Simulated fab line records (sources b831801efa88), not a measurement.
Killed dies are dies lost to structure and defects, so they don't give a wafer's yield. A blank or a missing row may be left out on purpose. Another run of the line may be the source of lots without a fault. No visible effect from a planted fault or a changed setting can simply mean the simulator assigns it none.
A lot that was struck, set against a sound lot + flow sky130 + 24 steps out of a route of 708
Sound: wafers L450.1, L450.2, L450.3. Struck: wafers L460.1, L460.3, L460.5. At the end, the cause is stated.
Per side, at each step with rows, come the tool, then ch with its chambers, and then its first start. Under that, the readings that differ: sound wafers + struck wafers + difference of the means + sigmas: that difference in standard deviations of wafers without a fault.
alike: readings with means less than 2 such deviations apart, plus words and numbers identical on both sides. not compared: withheld readings, readings lacking a value on some wafer, bounds such as >300 that could conceal the same value, and numbers that have no deviation in the record and whose values overlap.
Wherever a step has rows on one side only, a row that says differs or no value, or a row with sigmas, the two part there. Numbers that have no deviation but don't overlap get no sigmas and don't part them. A reading that every wafer of one side lacks parts them only if that side has two wafers or more.

first, 4 steps without rows for these wafers: SKY_FIELD_ISO_DEHYDRATE_05 (time 60 s); SKY_FIELD_ISO_HMDS_06 (prime time 60 s); SKY_FIELD_ISO_COAT_07 (resist thk 60 nm); SKY_FIELD_ISO_COAT_08 (resist thk 450 nm).
SKY_FIELD_ISO_SOFTBAKE_09: time 92.29 s.
  sound: litho-track-02 ch 0; struck: litho-track-04 ch 0
  alike: plate-sensor-t-centre-C, plate-sensor-t-edge-C
then, 3 steps without rows for these wafers: SKY_FIELD_ISO_EXPOSE_10 (exposes mask FOM, target cd 150 nm); SKY_FIELD_ISO_PEB_11; SKY_FIELD_ISO_DEVELOP_12 (develop time 60 s).
SKY_FIELD_ISO_CD_MEAS_13 targets a cd of 150 nm.
  sound: cd-sem-02 at day 2 20:02; struck: cd-sem-02 at day 5 00:46
  alike: cd-nm
SKY_FIELD_ISO_ETCH_14: etches BARC in N2/H2, stops on SiO2, time 48.11 s, target depth 60 nm.
  sound on rie-diel-04 ch 0,1,2, day 2 20:09; struck on rie-diel-01 ch 0,2, day 5 00:53
  alike: chamber-pressure-mTorr, drypump-motor-current-A, oes-product-au, throttle-valve-pct
  not compared: rf-hours-counter-h
SKY_FIELD_ISO_ETCH_15: etches the open film in CHF3/O2, stops on Si, target depth 180 nm, time 72 s.
  sound on rie-diel-04 ch 0,1,2, day 2 20:11; struck on rie-diel-01 ch 0,2, day 5 00:56
  alike: O2_flow_sccm, bias-w, drypump-motor-current-A, oes-product-au, throttle-valve-pct
  not compared: rf-hours-counter-h
SKY_FIELD_ISO_STRIP_16: strips in O2/N2.
  sound on plasma-asher-02 ch 0,1, day 2 20:14; struck on plasma-asher-02 ch 0, day 5 00:59
  alike: drypump-motor-current-A, oes-product-au, strip-time-to-endpoint-s
  not compared: rf-hours-counter-h
SKY_FIELD_ISO_ETCH_17: etches Si in HBr/Cl2/O2, target depth 342 nm, time 97.7 s.
  sound on rie-si-01 ch 0,1,3, day 2 20:20; struck on rie-si-01 ch 0,1,3, day 5 01:05
  no value came back on the struck wafers for any of 7 readings (HBr_flow_sccm (sccm), O2_flow_sccm (sccm) and others); on the sound wafers HBr_flow_sccm (sccm) reads 150.3 150.7 150.5
| reading                                     | sound             | struck            | difference | sigmas |
|---------------------------------------------|-------------------|-------------------|------------|--------|
| model.Si3N4_of_FIELD_ISO_CVD_03.thk-nm (nm) | 149.7 151.5 150.6 | 166.5 166.5 166.9 | +16.0      |        |
then, 7 steps without rows for these wafers: SKY_FIELD_ISO_WET_ETCH_18 (etches Si3N4 in H3PO4, target depth 25 nm, time 286 s); SKY_FIELD_ISO_CLEAN_19 (cleans in SC1/SC2, time 150 s); SKY_FIELD_ISO_CLEAN_20 (cleans in dHF, time 20 s); SKY_FIELD_ISO_WET_ETCH_21 (etches SiO2 in dHF, target depth 20 nm, time 400 s); SKY_FIELD_ISO_OXIDATION_22 (stabilise 600 s, purge 300 s, target thk 10 nm); SKY_FIELD_ISO_CVD_24 (deposits SiO2, target thk 595 nm, time 99.2 s); SKY_FIELD_ISO_ANNEAL_26 (time 1800 s).
SKY_FIELD_ISO_CMP_27: polishes, stops on Si3N4, t overpolish 16 s, target thk 457.8 nm.
  sound on cmp-01 ch 0,1,2, day 3 00:55; struck on cmp-01 ch 0,2,3, day 5 04:55
  alike: motor-current-A
SKY_FIELD_ISO_WET_ETCH_28: etches SiO2 in dHF, target depth 23.7 nm, time 47 s.
  sound on wet-bench-01 ch 3, day 3 01:13; struck on wet-bench-01 ch 3, day 5 05:10
| reading                                     | sound       | struck          | difference | sigmas |
|---------------------------------------------|-------------|-----------------|------------|--------|
| model.Si3N4_of_FIELD_ISO_CVD_03.thk-nm (nm) | 119 121 120 | 136.2 136 136.4 | +16.2      |        |
  alike: bath-heat-duty-pct, run-length-s
then, 1 step without rows for these wafers: SKY_FIELD_ISO_WET_ETCH_29 (etches Si3N4 in H3PO4, target depth 160 nm, time 1825 s).
-- here the record skips 44 days between the struck wafers' starts before and after, leaving off in module FIELD_ISO and picking up in module PAD_OPEN (first step shown: number 708 of the route) --
SKY_PAD_OPEN_PROBE_99:
  sound: prober-02 at day 46 10:44; struck: prober-02 at day 49 01:53
| reading             | sound     | struck      | difference | sigmas |
|---------------------|-----------|-------------|------------|--------|
| killed-at-front-end | 17 17 13  | 416 418 422 | +403       | +86    |
| killed-dies         | 82 101 93 | 492 492 492 | +400       | +40    |
| killed-on-rim       | 22 18 15  | 96 96 96    | +78        | +19    |
  alike: killed_at_M0_to_M3, killed_at_M4_up, killed-at-contacts, killed-at-other, killed-open, killed-short

## WHERE THEY PART
At SKY_FIELD_ISO_ETCH_17 first; at SKY_PAD_OPEN_PROBE_99 last (within this record only).

WHY: the cause the simulator had injected
Whole step skipped at SKY_FIELD_ISO_ETCH_17 on rie-si-01, starting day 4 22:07. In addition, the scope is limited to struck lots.
